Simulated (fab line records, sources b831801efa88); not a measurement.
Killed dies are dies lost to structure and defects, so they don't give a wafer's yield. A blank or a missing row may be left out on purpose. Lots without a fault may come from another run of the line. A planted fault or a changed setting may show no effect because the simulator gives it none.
fab line records | flow gf180mcu
record lots=5 wafers=15 last_day=33
route steps=602 shown V4@487 MIM@503
lots that met no fault: from a run of the same line without faults
start_h: hours from the record's first day to the start of the lot's first wafer shown | wait_h: hours since the lot's step before | " the same as in the row above | L1.1+2: a row that stands for several wafers | - no value, or no start given | * or withheld: withheld | < > ~ a bound
route shown NAME@n: a module of which the file shows steps, and the number in the route of the first | usual: mean/standard deviation of fault-free wafers | same: alike in all rows | chamber/n: place in a boat | sites: the reading at each site | _std_site: their standard deviation | _edge_site: outer sites' mean less inner sites' | radius_mm: how far each site lies from the wafer's centre | mask NAME#n: copy n | behind: the tool/chamber that last shaped the wafer | hold: why the lot was held/for how many hours/how that ended | device: the transistor (n, p or np) that didn't switch | end of line: the same wafers' tests at the end of the route | a step without rows: its recipe alone | killed: dies lost to structure and defects at the first sort, not the wafer's yield | map: a wafer's dies, x killed, . not, _ none there
set.NAME: the setting as run; set.NAME@STEP: as run at that earlier step | model.NAME: the simulator's own value behind a step, which no gauge read
lots at some steps of the route; a table a step, a row a wafer
services: from which hour (start_h, from the record's first day; less than 0 if before it) a tool's chamber was out of use, for how many hours, and why
## steps
# step GF_V4_EXPOSE_11
# recipe mask_id=Via4 target_cd_nm=260 na=0.68 source_shape=conventional sigma_outer=0.6 dose_mj=38
# usual reticle_temp_C=23.01/0.098
# same na=0.68
# columns lot.wafer tool chamber start_h wait_h mask reticle_temp_C
L079.1 krf_scanner-01 0 - - Via4#0 23.11
L079.2 " 0 " " Via4#0 22.94
L079.4 " 0 " " Via4#0 23.03
L085.2 krf_scanner-02 0 - - Via4#0 22.88
L085.3 " 0 " " Via4#0 22.99
L085.4 " 0 " " Via4#0 22.98
L086.1 krf_scanner-01 0 - - Via4#0 23.02
L086.2 " 0 " " Via4#0 23.11
L086.5 " 0 " " Via4#0 22.99
L090.2 krf_scanner-02 0 - - Via4#0 23.04
L090.4 " 0 " " Via4#0 22.94
L090.5 " 0 " " Via4#0 23.03
L091.2 krf_scanner-02 0 - - Via4#0 22.94
L091.5 " 0 " " Via4#0 22.86
L091.6 " 0 " " Via4#0 22.82
# step GF_V4_PEB_12
# recipe peb_temp_c=135 peb_time_s=90 resist=KrF
# usual plate_temp_C=135.00/0.13
# columns lot.wafer tool chamber start_h wait_h plate_temp_C
L079.1 litho_track-03 0 - - 135.11
L079.2 " 0 " " 134.93
L079.4 " 0 " " 134.87
L085.2 litho_track-01 0 - - 134.88
L085.3 " 0 " " 134.91
L085.4 " 0 " " 134.97
L086.1 litho_track-04 0 - - 134.90
L086.2 " 0 " " 134.92
L086.5 " 0 " " 135.08
L090.2 litho_track-03 0 - - 135.22
L090.4 " 0 " " 135.19
L090.5 " 0 " " 135.08
L091.2 litho_track-04 0 - - 134.94
L091.5 " 0 " " 135.00
L091.6 " 0 " " 135.05
# step GF_V4_DEVELOP_13
# recipe develop_time_s=60 resist=KrF dev_temp_c=21
# columns lot.wafer tool chamber start_h wait_h
L079.1+2+4 litho_track-03 0 601.62 0.2
L085.2+3+4 litho_track-01 0 650.32 0.2
L086.1+2+5 litho_track-04 0 657.24 0.2
L090.2+4+5 litho_track-03 0 690.29 0.2
L091.2+5+6 litho_track-04 0 694.51 0.2
# step GF_V4_CD_MEAS_14
# recipe target_cd_nm=260
# usual cd_nm=260.1/1.2
# columns lot.wafer tool chamber start_h wait_h cd_nm
L079.1 cd_sem-01 - 601.77 0.1 259.5
L079.2 " - " " 259.2
L079.4 " - " " 259.6
L085.2 cd_sem-01 - 650.47 0.1 257.9
L085.3 " - " " 258.8
L085.4 " - " " 258.6
L086.1 cd_sem-01 - 657.44 0.2 256.5
L086.2 " - " " 258.4
L086.5 " - " " 257.7
L090.2 cd_sem-02 - 690.45 0.1 261.5
L090.4 " - " " 261.2
L090.5 " - " " 260.7
L091.2 cd_sem-02 - 694.66 0.1 260.6
L091.5 " - " " 261.6
L091.6 " - " " 261.5
# step GF_V4_OVL_MEAS_15
# usual V4_OVL=0/5.1
# columns lot.wafer tool chamber start_h wait_h V4_OVL[nm]
L079.1 overlay-01 - 601.89 0.1 6
L079.2 " - " " 4
L079.4 " - " " 10
L085.2 overlay-01 - 650.57 0.1 -4
L085.3 " - " " -13
L085.4 " - " " -1
L086.1 overlay-02 - 657.56 0.1 -4
L086.2 " - " " 1
L086.5 " - " " 2
L090.2 overlay-01 - 690.55 0.1 -1
L090.4 " - " " 4
L090.5 " - " " 2
L091.2 overlay-01 - 694.76 0.1 -6
L091.5 " - " " -12
L091.6 " - " " 0
# step GF_V4_ETCH_16
# recipe chemistry=N2/H2 target_depth_a=withheld overetch_a=withheld time_s=withheld target=BARC ion_energy_ev=200 source_w=500 bias_w=100 pressure_mtorr=30 n2_flow_sccm=100 h2_flow_sccm=200
# usual bias_w=99.96/0.3 drypump_motor_current_A=5.7/0.55 oes_product_au=0.856/0.0052 throttle_valve_pct=13.225/0.0094
# columns lot.wafer tool chamber start_h wait_h bias_w drypump_motor_current_A oes_product_au throttle_valve_pct
L079.1 rie_diel-01 1 601.93 0.0 99.63 5.0 0.860 13.207
L079.2 " 0 " " 99.58 5.7 0.855 13.218
L079.4 " 2 " " 100.52 6.5 0.846 13.221
L085.2 rie_diel-01 0 650.60 0.0 100.11 5.7 0.858 13.242
L085.3 " 3 " " 100.43 5.9 0.865 13.230
L085.4 " 1 " " 99.93 5.0 0.855 13.222
L086.1 rie_diel-01 1 657.59 0.0 99.84 5.0 0.846 13.237
L086.2 " 2 " " 100.00 6.5 0.847 13.241
L086.5 " 1 " " 99.92 5.0 0.857 13.236
L090.2 rie_diel-03 1 690.58 0.0 99.73 5.5 0.848 13.235
L090.4 " 3 " " 99.92 4.9 0.858 13.234
L090.5 " 0 " " 99.65 5.5 0.852 13.208
L091.2 rie_diel-03 1 694.79 0.0 100.24 5.5 0.850 13.229
L091.5 " 0 " " 100.37 5.5 0.852 13.212
L091.6 " 1 " " 99.98 5.5 0.855 13.236
# step GF_V4_ETCH_17
# recipe chemistry=C4F8/O2/Ar mask_material=KrF target=SiO2 stop_on=TiN source_w=1500 bias_w=1200 pressure_mtorr=40 c4f8_flow_sccm=withheld O2_flow_sccm=6 Ar_flow_sccm=300 time_s=withheld target_depth_a=6300
# usual bias_w=1200/3.8 oes_product_au=0.856/0.0043
# columns lot.wafer tool chamber start_h wait_h bias_w oes_product_au
L079.1 rie_diel-01 1 - - 1200 0.848
L079.2 " 0 " " 1206 0.861
L079.4 " 2 " " 1193 0.855
L085.2 rie_diel-01 0 - - 1194 0.859
L085.3 " 3 " " 1202 0.856
L085.4 " 1 " " 1199 0.859
L086.1 rie_diel-01 1 - - 1196 0.864
L086.2 " 2 " " 1200 0.852
L086.5 " 1 " " 1199 0.851
L090.2 rie_diel-03 1 - - 1202 0.857
L090.4 " 3 " " 1202 0.857
L090.5 " 0 " " 1195 0.856
L091.2 rie_diel-03 1 - - 1205 0.858
L091.5 " 0 " " 1197 0.857
L091.6 " 1 " " 1200 0.861
# step GF_V4_STRIP_18
# recipe chemistry=O2/N2 power_w=1400 pressure_mtorr=1500 platen_temp_c=250 o2_flow_sccm=3000 n2_flow_sccm=300 overash_fraction=0.5
# usual drypump_motor_current_A=5.50/0.27 heater_power_w=324/37 oes_product_au=0.593/0.0049
# columns lot.wafer tool chamber start_h wait_h drypump_motor_current_A heater_power_w oes_product_au rf_hours_counter_h
L079.1 plasma_asher-01 1 602.05 - 5.51 291 0.591 17
L079.2 " 0 " " 5.30 289 0.593 17
L079.4 " 1 " " 5.49 290 0.598 -
L085.2 plasma_asher-04 1 650.73 - 6.25 288 0.595 59
L085.3 " 0 " " 5.90 386 0.593 -
L085.4 " 1 " " 6.25 295 0.591 -
L086.1 plasma_asher-03 0 657.72 - 5.37 318 0.599 92
L086.2 " 1 " " 5.44 378 0.596 92
L086.5 " 0 " " 5.36 326 0.597 -
L090.2 plasma_asher-03 0 690.71 - 5.33 314 0.602 96
L090.4 " 1 " " 5.48 371 0.586 -
L090.5 " 1 " " 5.46 365 0.597 -
L091.2 plasma_asher-01 1 694.92 - 5.51 293 0.585 27
L091.5 " 0 " " 5.27 288 0.593 -
L091.6 " 1 " " 5.50 287 0.588 -
# step GF_V4_STRIP_19
# recipe chemistry=post_etch_residue_remover time_s=1200 temp_c=72.5
# columns lot.wafer tool chamber start_h wait_h
L079.1+2+4 wet_bench-03 0 602.15 0.1
L085.2+3+4 wet_bench-01 2 650.83 0.1
L086.1+2+5 wet_bench-01 0 657.82 0.1
L090.2+4+5 wet_bench-04 2 690.91 0.2
L091.2+5+6 wet_bench-04 2 695.02 0.1
# step GF_V4_CLEAN_20
# recipe chemistry=DIW dry=n2_spin
# columns lot.wafer tool chamber start_h wait_h
L079.1+2+4 wet_bench-01 3 602.50 0.0
L085.2+3+4 wet_bench-04 0 651.24 0.0
L086.1+2+5 wet_bench-04 1 658.20 0.0
L090.2+4+5 wet_bench-03 3 691.25 0.0
L091.2+5+6 wet_bench-03 2 695.36 0.0
# step GF_V4_SPUTTER_21
# recipe material=Ti target_thk_nm=15 chamber_pressure_pa=5 power_w=2500 substrate_temp_c=200 time_s=80.02
# usual throttle_valve_pct=29.6/0.95
# columns lot.wafer tool chamber start_h wait_h throttle_valve_pct
L079.1 pvd_sputter-03 - 602.60 0.0 30.7
L079.2 " - " " 29.8
L079.4 " - " " 28.7
L085.2 pvd_sputter-03 - 651.33 0.0 29.8
L085.3 " - " " 30.8
L085.4 " - " " 28.6
L086.1 pvd_sputter-01 - 658.29 0.0 28.2
L086.2 " - " " 29.6
L086.5 " - " " 28.2
L090.2 pvd_sputter-02 - 691.44 0.0 28.2
L090.4 " - " " 29.3
L090.5 " - " " 30.5
L091.2 pvd_sputter-01 - 695.76 0.0 31.4
L091.5 " - " " 31.2
L091.6 " - " " 29.4
# step GF_V4_SPUTTER_22
# recipe material=TiN target_thk_nm=10 chamber_pressure_pa=5 power_w=4000 time_s=40
# usual throttle_valve_pct=29.6/0.95
# columns lot.wafer tool chamber start_h wait_h throttle_valve_pct
L079.1 pvd_sputter-03 - 602.66 0.0 30.7
L079.2 " - " " 29.9
L079.4 " - " " 28.8
L085.2 pvd_sputter-03 - 651.39 0.0 29.5
L085.3 " - " " 30.8
L085.4 " - " " 28.9
L086.1 pvd_sputter-01 - 658.35 0.0 28.3
L086.2 " - " " 29.2
L086.5 " - " " 28.1
L090.2 pvd_sputter-02 - 691.50 0.0 28.2
L090.4 " - " " 29.0
L090.5 " - " " 30.3
L091.2 pvd_sputter-01 - 695.82 0.0 31.0
L091.5 " - " " 31.4
L091.6 " - " " 29.2
# step GF_V4_CVD_23
# recipe material=W target_thk_nm=350 time_s=104.9 temp_c=400 pressure_torr=40
# usual heater_power_w=793/98
# columns lot.wafer tool chamber start_h wait_h heater_power_w
L079.1 cvd_w-02 1 602.70 0.0 778
L079.2 " 0 " " 661
L079.4 " 1 " " 798
L085.2 cvd_w-02 1 651.43 0.0 804
L085.3 " 0 " " 668
L085.4 " 1 " " 822
L086.1 cvd_w-02 0 658.39 0.0 669
L086.2 " 1 " " 810
L086.5 " 0 " " 679
L090.2 cvd_w-02 1 691.54 0.0 801
L090.4 " 1 " " 814
L090.5 " 1 " " 815
L091.2 cvd_w-01 0 695.86 0.0 915
L091.5 " 0 " " 937
L091.6 " 1 " " 758
# step GF_V4_RS_MEAS_24
# recipe thk_meas_gauge=four-point-probe reads=W_of_V4_CVD_23+TiN_of_V4_SPUTTER_22+Ti_of_V4_SPUTTER_21
# usual V4_W_RS=0.331/0.0038
# columns lot.wafer tool chamber start_h wait_h V4_W_RS[ohm/sq]
L079.1 film_metro-03 - 602.81 0.1 0.334
L079.2 " - " " 0.328
L079.4 " - " " 0.332
L085.2 film_metro-03 - 651.56 0.1 0.336
L085.3 " - " " 0.328
L085.4 " - " " 0.331
L086.1 film_metro-03 - 658.50 0.1 0.324
L086.2 " - " " 0.329
L086.5 " - " " 0.326
L090.2 film_metro-03 - 691.67 0.1 0.330
L090.4 " - " " 0.326
L090.5 " - " " 0.332
L091.2 film_metro-03 - 695.99 0.1 0.330
L091.5 " - " " 0.332
L091.6 " - " " 0.331
# step GF_V4_THK_MEAS_25
# recipe thk_meas_gauge=xrf reads=W_of_V4_CVD_23
# usual V4_W_THK=350/4.5
# columns lot.wafer tool chamber start_h wait_h V4_W_THK[nm]
L079.1 film_metro-03 - 602.93 0.1 343
L079.2 " - " " 351
L079.4 " - " " 345
L085.2 film_metro-03 - 651.67 0.1 342
L085.3 " - " " 352
L085.4 " - " " 347
L086.1 film_metro-03 - 658.62 0.1 356
L086.2 " - " " 349
L086.5 " - " " 353
L090.2 film_metro-03 - 691.78 0.1 347
L090.4 " - " " 352
L090.5 " - " " 349
L091.2 film_metro-03 - 696.10 0.1 346
L091.5 " - " " 344
L091.6 " - " " 345
# step GF_V4_CMP_26
# recipe stop_on=SiO2 down_force_psi=3.5 platen_rpm=60 t_overpolish_s=15 target_thk_nm=0 pad_velocity_m_s=0.94248
# usual motor_current_A=11.0/0.97 overpolish_run_s=14.999/0.0084 time_to_endpoint_s=84/3.1
# columns lot.wafer tool chamber start_h wait_h motor_current_A overpolish_run_s time_to_endpoint_s
L079.1 cmp-01 0 602.99 0.1 9.7 14.997 79
L079.2 " 2 " " 11.7 14.994 82
L079.4 " 3 " " 10.4 15.009 84
L085.2 cmp-02 2 651.72 0.0 13.5 15.000 81
L085.3 " 3 " " 9.8 14.998 86
L085.4 " 1 " " 11.3 14.983 83
L086.2 cmp-01 2 658.73 0.1 11.2 14.997 83
L086.1 " 0 " " 10.1 14.995 80
L086.5 " 2 " " 11.2 15.007 83
L090.2 cmp-01 0 691.88 0.1 9.6 14.991 82
L090.4 " 2 " " 11.8 14.993 84
L090.5 " 0 " " 9.8 14.994 82
L091.2 cmp-01 0 696.15 0.0 9.7 14.994 82
L091.5 " 0 " " 10.2 15.008 81
L091.6 " 1 " " 10.7 14.991 86
# step GF_MIM_SPUTTER_00
# recipe material=Ti target_thk_nm=37.5 arriving_ion_energy_ev=80 substrate_temp_c=200 chamber_pressure_pa=2 power_w=4000 time_s=150
# usual throttle_valve_pct=29.6/1.1
# columns lot.wafer tool chamber start_h wait_h throttle_valve_pct
L079.1 pvd_sputter-01 - 603.29 0.2 28.2
L079.2 " - " " 29.3
L079.4 " - " " 31.0
L085.2 pvd_sputter-04 - 652.02 0.2 30.8
L085.3 " - " " 28.9
L085.4 " - " " 29.2
L086.1 pvd_sputter-03 - 658.98 0.1 29.0
L086.2 " - " " 30.6
L086.5 " - " " 29.5
L090.2 pvd_sputter-01 - 692.13 0.2 28.2
L090.4 " - " " 28.4
L090.5 " - " " 29.2
L091.2 pvd_sputter-01 - 696.45 0.2 28.1
L091.5 " - " " 31.3
L091.6 " - " " 28.2
# step GF_MIM_SPUTTER_01
# recipe material=TiN target_thk_nm=30 power_w=6500 time_s=25 chamber_pressure_pa=0.4
# usual throttle_valve_pct=29.6/1
# columns lot.wafer tool chamber start_h wait_h throttle_valve_pct
L079.1 pvd_sputter-01 - 603.39 0.1 28.2
L079.2 " - " " 29.3
L079.4 " - " " 31.1
L085.2 pvd_sputter-04 - 652.12 0.1 30.8
L085.3 " - " " 28.8
L085.4 " - " " 29.2
L086.1 pvd_sputter-03 - 659.08 0.1 28.9
L086.2 " - " " 30.4
L086.5 " - " " 29.4
L090.2 pvd_sputter-01 - 692.23 0.1 28.4
L090.4 " - " " 28.1
L090.5 " - " " 29.4
L091.2 pvd_sputter-01 - 696.55 0.1 28.0
L091.5 " - " " 31.0
L091.6 " - " " 28.5
# step GF_MIM_SPUTTER_02
# recipe material=AlCu target_thk_nm=450 power_w=10600 time_s=23.9 chamber_pressure_pa=0.4
# usual throttle_valve_pct=29.5/1.1
# columns lot.wafer tool chamber start_h wait_h throttle_valve_pct
L079.1 pvd_sputter-01 - 603.42 0.0 28.3
L079.2 " - " " 29.3
L079.4 " - " " 31.1
L085.2 pvd_sputter-04 - 652.15 0.0 31.1
L085.3 " - " " 28.8
L085.4 " - " " 29.0
L086.1 pvd_sputter-03 - 659.11 0.0 28.8
L086.2 " - " " 30.6
L086.5 " - " " 29.7
L090.2 pvd_sputter-01 - 692.26 0.0 28.0
L090.4 " - " " 28.2
L090.5 " - " " 29.2
L091.2 pvd_sputter-01 - 696.58 0.0 28.2
L091.5 " - " " 30.9
L091.6 " - " " 28.3
# step GF_MIM_SPUTTER_03
# recipe material=Ti target_thk_nm=10 substrate_temp_c=300 chamber_pressure_pa=0.3 power_w=3000 time_s=6.7
# usual throttle_valve_pct=29.6/1.1
# columns lot.wafer tool chamber start_h wait_h throttle_valve_pct
L079.1 pvd_sputter-01 - 603.45 0.0 28.1
L079.2 " - " " 29.3
L079.4 " - " " 31.2
L085.2 pvd_sputter-04 - 652.18 0.0 30.8
L085.3 " - " " 29.2
L085.4 " - " " 29.0
L086.1 pvd_sputter-03 - 659.14 0.0 28.8
L086.2 " - " " 30.8
L086.5 " - " " 29.7
L090.2 pvd_sputter-01 - 692.29 0.0 28.3
L090.4 " - " " 28.1
L090.5 " - " " 28.9
L091.2 pvd_sputter-01 - 696.61 0.0 28.1
L091.5 " - " " 31.3
L091.6 " - " " 28.4
# step GF_MIM_SPUTTER_04
# recipe material=TiN target_thk_nm=50 power_w=6500 time_s=41.7 chamber_pressure_pa=0.4
# usual throttle_valve_pct=29.5/1.1
# columns lot.wafer tool chamber start_h wait_h throttle_valve_pct
L079.1 pvd_sputter-01 - 603.47 0.0 28.1
L079.2 " - " " 29.1
L079.4 " - " " 31.0
L085.2 pvd_sputter-04 - 652.20 0.0 31.1
L085.3 " - " " 29.0
L085.4 " - " " 29.2
L086.1 pvd_sputter-03 - 659.16 0.0 28.8
L086.2 " - " " 30.6
L086.5 " - " " 29.7
L090.2 pvd_sputter-01 - 692.31 0.0 28.0
L090.4 " - " " 28.5
L090.5 " - " " 29.5
L091.2 pvd_sputter-01 - 696.63 0.0 28.2
L091.5 " - " " 31.2
L091.6 " - " " 28.1
# step GF_MIM_CVD_05
# recipe material=Si3N4 target_thk_nm=42 temp_max_c=400 temp_c=385 time_s=29.086 rf_w=450
# usual heater_power_w=686/92
# columns lot.wafer tool chamber start_h wait_h heater_power_w
L079.1 pecvd-02 2 603.51 0.0 712
L079.2 " 0 " " 628
L079.4 " 0 " " 628
L085.2 pecvd-04 1 652.24 0.0 650
L085.3 " 0 " " 621
L085.4 " 0 " " 631
L086.1 pecvd-04 0 659.20 0.0 687
L086.2 " 2 " " 775
L086.5 " 0 " " 692
L090.2 pecvd-03 1 692.35 0.0 673
L090.4 " 2 " " 558
L090.5 " 0 " " 664
L091.2 pecvd-03 0 696.67 0.0 691
L091.5 " 0 " " 681
L091.6 " 1 " " 738
# step GF_MIM_THK_MEAS_06
# recipe reads=Si3N4_of_MIM_CVD_05
# usual MIM_CVD_05_THK=42.0/0.49
# columns lot.wafer tool chamber start_h wait_h MIM_CVD_05_THK[nm]
L079.1 film_metro-04 - 603.54 0.0 41.7
L079.2 " - " " 41.4
L079.4 " - " " 42.2
L085.2 film_metro-01 - 652.29 0.0 41.9
L085.3 " - " " 41.8
L085.4 " - " " 41.8
L086.1 film_metro-01 - 659.23 0.0 41.4
L086.2 " - " " 41.6
L086.5 " - " " 42.1
L090.2 film_metro-01 - 692.40 0.0 40.9
L090.4 " - " " 41.3
L090.5 " - " " 41.7
L091.2 film_metro-04 - 696.72 0.0 41.6
L091.5 " - " " 42.0
L091.6 " - " " 41.5
# step GF_MIM_SPUTTER_07
# recipe material=TiN target_thk_nm=60 power_w=6500 time_s=50 chamber_pressure_pa=0.4
# usual throttle_valve_pct=29.6/0.93
# columns lot.wafer tool chamber start_h wait_h throttle_valve_pct
L079.1 pvd_sputter-04 - 603.60 0.1 31.0
L079.2 " - " " 29.0
L079.4 " - " " 30.8
L085.2 pvd_sputter-03 - 652.34 0.0 30.6
L085.3 " - " " 30.0
L085.4 " - " " 28.7
L086.1 pvd_sputter-01 - 659.29 0.1 28.1
L086.2 " - " " 27.6
L086.5 " - " " 31.2
L090.2 pvd_sputter-04 - 692.45 0.0 29.9
L090.4 " - " " 31.0
L090.5 " - " " 29.2
L091.2 pvd_sputter-04 - 696.77 0.0 29.7
L091.5 " - " " 28.8
L091.6 " - " " 30.0
# step GF_MIM_SPUTTER_08
# recipe material=AlCu target_thk_nm=200 power_w=10600 time_s=10.6 chamber_pressure_pa=0.4
# usual throttle_valve_pct=29.6/0.92
# columns lot.wafer tool chamber start_h wait_h throttle_valve_pct
L079.1 pvd_sputter-04 - 603.65 0.0 31.0
L079.2 " - " " 29.0
L079.4 " - " " 31.0
L085.2 pvd_sputter-03 - 652.38 0.0 30.7
L085.3 " - " " 30.0
L085.4 " - " " 28.9
L086.1 pvd_sputter-01 - 659.34 0.0 28.1
L086.2 " - " " 28.1
L086.5 " - " " 31.2
L090.2 pvd_sputter-04 - 692.49 0.0 29.7
L090.4 " - " " 31.1
L090.5 " - " " 29.2
L091.2 pvd_sputter-04 - 696.81 0.0 29.8
L091.5 " - " " 28.9
L091.6 " - " " 29.6
# step GF_MIM_SPUTTER_09
# recipe material=TiN target_thk_nm=35 power_w=6500 time_s=29.2 chamber_pressure_pa=0.4
# usual throttle_valve_pct=29.6/0.95
# columns lot.wafer tool chamber start_h wait_h throttle_valve_pct
L079.1 pvd_sputter-04 - 603.67 0.0 30.8
L079.2 " - " " 29.1
L079.4 " - " " 31.1
L085.2 pvd_sputter-03 - 652.40 0.0 30.9
L085.3 " - " " 30.1
L085.4 " - " " 29.0
L086.1 pvd_sputter-01 - 659.36 0.0 28.2
L086.2 " - " " 28.3
L086.5 " - " " 31.2
L090.2 pvd_sputter-04 - 692.51 0.0 30.2
L090.4 " - " " 31.0
L090.5 " - " " 29.0
L091.2 pvd_sputter-04 - 696.83 0.0 29.5
L091.5 " - " " 29.1
L091.6 " - " " 29.9
# step GF_MIM_RS_MEAS_10
# recipe thk_meas_gauge=four-point-probe reads=TiN_of_MIM_SPUTTER_09+AlCu_of_MIM_SPUTTER_08+TiN_of_MIM_SPUTTER_07
# usual MIM_ALCU_RS=0.1608/0.0018
# columns lot.wafer tool chamber start_h wait_h MIM_ALCU_RS[ohm/sq]
L079.1 film_metro-02 - 603.70 0.0 0.1611
L079.2 " - " " 0.1621
L079.4 " - " " 0.1603
L085.2 film_metro-02 - 652.46 0.0 0.1581
L085.3 " - " " 0.1602
L085.4 " - " " 0.1598
L086.1 film_metro-02 - 659.39 0.0 0.1608
L086.2 " - " " 0.1605
L086.5 " - " " 0.1613
L090.2 film_metro-01 - 692.57 0.0 0.1609
L090.4 " - " " 0.1590
L090.5 " - " " 0.1578
L091.2 film_metro-02 - 696.89 0.0 0.1593
L091.5 " - " " 0.1595
L091.6 " - " " 0.1599
# step GF_MIM_THK_MEAS_11
# recipe thk_meas_gauge=xrf reads=AlCu_of_MIM_SPUTTER_08
# usual MIM_ALCU_THK=201.3/2.4
# columns lot.wafer tool chamber start_h wait_h MIM_ALCU_THK[nm]
L079.1 film_metro-02 - 603.82 0.1 201.2
L079.2 " - " " 200.5
L079.4 " - " " 200.7
L085.2 film_metro-02 - 652.57 0.1 204.5
L085.3 " - " " 200.8
L085.4 " - " " 201.6
L086.1 film_metro-02 - 659.51 0.1 201.2
L086.2 " - " " 200.9
L086.5 " - " " 201.0
L090.2 film_metro-01 - 692.68 0.1 201.3
L090.4 " - " " 205.6
L090.5 " - " " 205.5
L091.2 film_metro-02 - 697.00 0.1 202.7
L091.5 " - " " 202.6
L091.6 " - " " 203.0
# step GF_MIM_DEHYDRATE_12
# recipe temp_c=200 time_s=60
# usual plate_temp_C=200.00/0.15
# columns lot.wafer tool chamber start_h wait_h plate_temp_C
L079.1 litho_track-01 0 613.50 9.7 199.80
L079.2 " 0 " " 199.72
L079.4 " 0 " " 199.90
L085.2 litho_track-03 0 661.44 8.9 200.07
L085.3 " 0 " " 200.16
L085.4 " 0 " " 200.08
L086.1 litho_track-03 0 668.47 8.9 199.90
L086.2 " 0 " " 199.90
L086.5 " 0 " " 199.95
L090.2 litho_track-01 0 701.82 9.1 200.05
L090.4 " 0 " " 199.89
L090.5 " 0 " " 200.35
L091.2 litho_track-03 0 705.49 8.5 199.97
L091.5 " 0 " " 200.16
L091.6 " 0 " " 200.00
# step GF_MIM_HMDS_13
# recipe prime_time_s=60 prime_temp_c=120
# columns lot.wafer tool chamber start_h wait_h
L079.1+2+4 litho_track-01 0 613.65 0.1
L085.2+3+4 litho_track-03 0 661.59 0.1
L086.1+2+5 litho_track-03 0 668.62 0.1
L090.2+4+5 litho_track-01 0 701.97 0.1
L091.2+5+6 litho_track-03 0 705.64 0.1
# step GF_MIM_COAT_14
# recipe resist=NOVOLAK spin_rpm=3000 resist_thk_nm=1000
# columns lot.wafer tool chamber start_h wait_h
L079.1+2+4 litho_track-01 0 613.80 0.1
L085.2+3+4 litho_track-03 0 661.74 0.1
L086.1+2+5 litho_track-03 0 668.77 0.1
L090.2+4+5 litho_track-01 0 702.12 0.1
L091.2+5+6 litho_track-03 0 705.79 0.1
# step GF_MIM_SOFTBAKE_15
# recipe temp_c=90 time_s=60 resist=NOVOLAK
# usual plate_temp_C=89.99/0.14
# columns lot.wafer tool chamber start_h wait_h plate_temp_C
L079.1 litho_track-01 0 613.95 0.1 90.07
L079.2 " 0 " " 90.04
L079.4 " 0 " " 89.97
L085.2 litho_track-03 0 661.89 0.1 89.95
L085.3 " 0 " " 89.99
L085.4 " 0 " " 90.07
L086.1 litho_track-03 0 668.92 0.1 90.13
L086.2 " 0 " " 90.06
L086.5 " 0 " " 90.12
L090.2 litho_track-01 0 702.27 0.1 89.68
L090.4 " 0 " " 90.00
L090.5 " 0 " " 90.03
L091.2 litho_track-03 0 705.94 0.1 90.02
L091.5 " 0 " " 89.99
L091.6 " 0 " " 89.84
# step GF_MIM_EXPOSE_16
# recipe mask_id=FuseTop target_cd_nm=2000 na=0.6 source_shape=conventional sigma_outer=0.6 dose_mj=140
# usual reticle_temp_C=23.00/0.11
# same na=0.6
# columns lot.wafer tool chamber start_h wait_h mask reticle_temp_C
L079.1 iline_stepper-01 0 - - FuseTop#0 22.98
L079.2 " 0 " " FuseTop#0 22.79
L079.4 " 0 " " FuseTop#0 22.93
L085.2 iline_stepper-02 0 - - FuseTop#0 22.97
L085.3 " 0 " " FuseTop#0 23.00
L085.4 " 0 " " FuseTop#0 23.06
L086.1 iline_stepper-01 0 - - FuseTop#0 22.91
L086.2 " 0 " " FuseTop#0 23.01
L086.5 " 0 " " FuseTop#0 22.88
L090.2 iline_stepper-01 0 - - FuseTop#0 23.06
L090.4 " 0 " " FuseTop#0 23.07
L090.5 " 0 " " FuseTop#0 23.03
L091.2 iline_stepper-02 0 - - FuseTop#0 22.91
L091.5 " 0 " " FuseTop#0 23.10
L091.6 " 0 " " FuseTop#0 22.93
# step GF_MIM_PEB_17
# recipe temp_c=withheld time_s=* resist=NOVOLAK
# columns lot.wafer tool chamber start_h wait_h
L079.1+2+4 litho_track-03 0 - -
L085.2+3+4 litho_track-03 0 - -
L086.1+2+5 litho_track-02 0 - -
L090.2+4+5 litho_track-02 0 - -
L091.2+5+6 litho_track-03 0 - -
# step GF_MIM_DEVELOP_18
# recipe develop_time_s=60 dev_temp_c=23
# columns lot.wafer tool chamber start_h wait_h
L079.1+2+4 litho_track-03 0 623.97 0.1
L085.2+3+4 litho_track-03 0 670.59 0.1
L086.1+2+5 litho_track-02 0 678.36 0.1
L090.2+4+5 litho_track-02 0 711.13 0.1
L091.2+5+6 litho_track-03 0 714.54 0.1
# step GF_MIM_METAL_ETCH_19
# recipe chemistry=Cl2/BCl3 mask_material=NOVOLAK stop_on=Si3N4 target_depth_nm=324.5 pressure_mtorr=8 icp_w=800 bias_w=140 Cl2_flow_sccm=80 bcl3_flow_sccm=40 time_s=54.1
# usual bias_w=139.9/0.45 drypump_motor_current_A=5.4/0.56 oes_product_au=0.940/0.0058 throttle_valve_pct=28.286/0.01
# columns lot.wafer tool chamber start_h wait_h bias_w drypump_motor_current_A oes_product_au rf_hours_counter_h throttle_valve_pct
L079.1 rie_metal-02 1 624.12 0.1 139.8 4.9 0.939 9 28.296
L079.2 " 0 " " 140.2 4.9 0.937 14 28.281
L079.4 " 0 " " 139.8 4.9 0.948 - 28.285
L085.2 rie_metal-02 1 670.74 0.1 140.1 5.0 0.948 - 28.272
L085.3 " 1 " " 140.0 4.9 0.945 - 28.287
L085.4 " 1 " " 139.9 4.9 0.939 - 28.295
L086.1 rie_metal-03 0 678.51 0.1 139.9 5.7 0.938 6 28.293
L086.2 " 1 " " 139.7 5.2 0.943 4 28.297
L086.5 " 1 " " 139.8 5.2 0.940 - 28.298
L090.2 rie_metal-03 1 711.26 0.1 139.9 5.1 0.945 5 28.272
L090.4 " 0 " " 140.0 5.6 0.947 - 28.287
L090.5 " 1 " " 139.8 5.2 0.943 - 28.279
L091.2 rie_metal-04 1 714.67 0.1 139.6 6.6 0.939 7 28.287
L091.5 " 0 " " 139.9 5.4 0.956 - 28.294
L091.6 " 1 " " 140.1 6.6 0.945 - 28.268
## services
# columns tool chamber start_h hours kind
rie_diel-01 0 570.66 6.7 repair
iline_stepper-01 - 575.52 1.7 pm
krf_scanner-02 - 576.27 4.4 pm
iline_stepper-02 - 577.18 0.8 pm
krf_scanner-01 - 582.18 4.0 pm
krf_scanner-02 - 586.69 1.0 pm
pecvd-03 - 591.12 14.0 pm
rie_metal-02 1 594.03 2.3 repair
rie_metal-02 0 601.39 14.7 repair
rie_diel-01 - 604.44 2.8 pm
pvd_sputter-03 - 608.10 1.5 repair
krf_scanner-02 - 609.90 0.8 pm
plasma_asher-01 - 630.74 1.3 repair
cmp-01 - 633.70 5.7 pm
pecvd-03 - 640.07 4.9 repair
cvd_w-02 - 655.23 1.9 repair
krf_scanner-02 - 657.36 1.3 pm
pvd_sputter-04 - 657.40 3.5 repair
cmp-01 - 668.17 0.6 repair
rie_diel-01 2 678.97 28.7 repair
pvd_sputter-03 - 687.17 4.4 repair
cmp-01 - 700.74 0.9 repair
rie_diel-03 2 702.13 18.4 repair
cmp-01 - 711.80 10.2 pm
## key
fault none
